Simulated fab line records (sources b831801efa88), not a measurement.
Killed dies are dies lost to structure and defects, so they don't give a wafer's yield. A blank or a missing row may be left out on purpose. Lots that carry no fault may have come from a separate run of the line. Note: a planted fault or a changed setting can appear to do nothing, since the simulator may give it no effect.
A struck lot beside a sound one || flow sky130 || 15 out of 708 route steps
Sound: wafers L351.2, L351.5, L351.6. Struck: wafers L364.4, L364.6. (L364.2 of the same lot was not struck and is left out.) The cause comes at the end.
Per side, at each step with rows, come the tool, then ch with its chambers, and then its first start. Under that, the readings that differ: sound wafers || struck wafers || difference of the means || sigmas: that difference in standard deviations of wafers without a fault.
alike: same words and numbers on both sides, and readings whose means sit less than 2 such deviations apart. not compared: any withheld reading, any reading some wafer has no value for, any bound like >300 that may hide the same value, and any number with overlapping values for which the record gives no deviation.
The two part at a step that has a row with sigmas, a row that says differs or no value, or rows on one side only. Non-overlapping numbers with no deviation appear without sigmas and do not part them. A reading that every wafer of one side lacks parts them only if that side has two wafers or more.

SKY_VIA1_STRIP_16: strips in O2/N2.
  sound on plasma-asher-02 ch 0,1, day 34 09:24; struck on plasma-asher-04 ch 0, day 38 16:58
  alike: drypump-motor-current-A, oes-product-au, strip-time-to-endpoint-s
  not compared: rf-hours-counter-h
then, 4 steps without rows for these wafers: SKY_VIA1_STRIP_17 (strips in post etch residue remover, time 1200 s); SKY_VIA1_CLEAN_18 (cleans in IPA, time 180 s); SKY_VIA1_CLEAN_19 (cleans in O3/DIW); SKY_VIA1_SPUTTER_20 (material TiN, target thk 20 nm, time 80 s).
SKY_VIA1_CVD_21: deposits W, target thk 270 nm, time 80.902 s.
  sound on cvd-w-02 ch 0,1, day 34 10:04; struck on cvd-w-02 ch 1, day 38 17:39
  alike: chamber-pressure-Torr, heater-power-w
SKY_VIA1_RS_MEAS_22: uses a four-point probe to measure.
  sound: film-metro-02 at day 34 10:10; struck: film-metro-03 at day 38 17:46
  alike: VIA1_W_RS
SKY_VIA1_THK_MEAS_23: measures by xrf.
  sound: film-metro-02 at day 34 10:17; struck: film-metro-03 at day 38 17:52
  alike: VIA1_W_THK
SKY_VIA1_CMP_24: polishes, stops on SiO2, t overpolish 15 s, target thk 0 nm.
  sound on cmp-01 ch 1,2, day 34 10:20; struck on cmp-01 ch 1,3, day 38 18:01
  alike: motor-current-A, overpolish-run-s, retaining-ring-pressure-frac, time-to-endpoint-s
then, 1 step without rows for these wafers: SKY_METAL2_SPUTTER_00 (material Ti, target thk 15 nm, time 10 s).
SKY_METAL2_SPUTTER_01: material TiN, target thk 20 nm, time 16.7 s.
  sound: pvd-sputter-04 at day 34 10:39; struck: pvd-sputter-04 at day 38 18:15
  alike: throttle-valve-pct
then, 1 step without rows for these wafers: SKY_METAL2_SPUTTER_02 (material AlCu, target thk 250 nm, time 13.3 s).
SKY_METAL2_SPUTTER_03: material Ti, target thk 5 nm, time 3.3 s.
  sound: pvd-sputter-04 at day 34 10:42; struck: pvd-sputter-04 at day 38 18:18
{"reading": "model.Ti_of_METAL2_SPUTTER_03.thk-nm (nm)", "sound": "4.84 4.788 4.919", "struck": "7.551 7.545", "difference": "+2.699", "sigmas": ""}
  alike: throttle-valve-pct
SKY_METAL2_SPUTTER_04: material TiN, target thk 70 nm, time 58.3 s.
  sound: pvd-sputter-04 at day 34 10:43; struck: pvd-sputter-04 at day 38 18:19
  alike: throttle-valve-pct
-- the record jumps here: 11 days lie between the struck wafers' starts before and after (it left off in module METAL2 and takes up again in module PAD_OPEN, whose first step shown is number 708 of the route) --
SKY_PAD_OPEN_PROBE_99:
  sound: prober-01 at day 46 04:11; struck: prober-02 at day 49 10:43
  alike: defect-limited-yield, killed_at_M0_to_M3, killed_at_M4_up, killed-at-contacts, killed-at-front-end, killed-at-other, killed-dies, killed-open, killed-short, sort_bin_3_pad_short, sort_bin_5_function, sort_bin_6_memory, sort-n-pass, sort-yield-pct
  not compared: model.etest.met2.rs-ohm-sq

## WHERE THEY PART
Nowhere in this record.

WHY: what the simulator had put in
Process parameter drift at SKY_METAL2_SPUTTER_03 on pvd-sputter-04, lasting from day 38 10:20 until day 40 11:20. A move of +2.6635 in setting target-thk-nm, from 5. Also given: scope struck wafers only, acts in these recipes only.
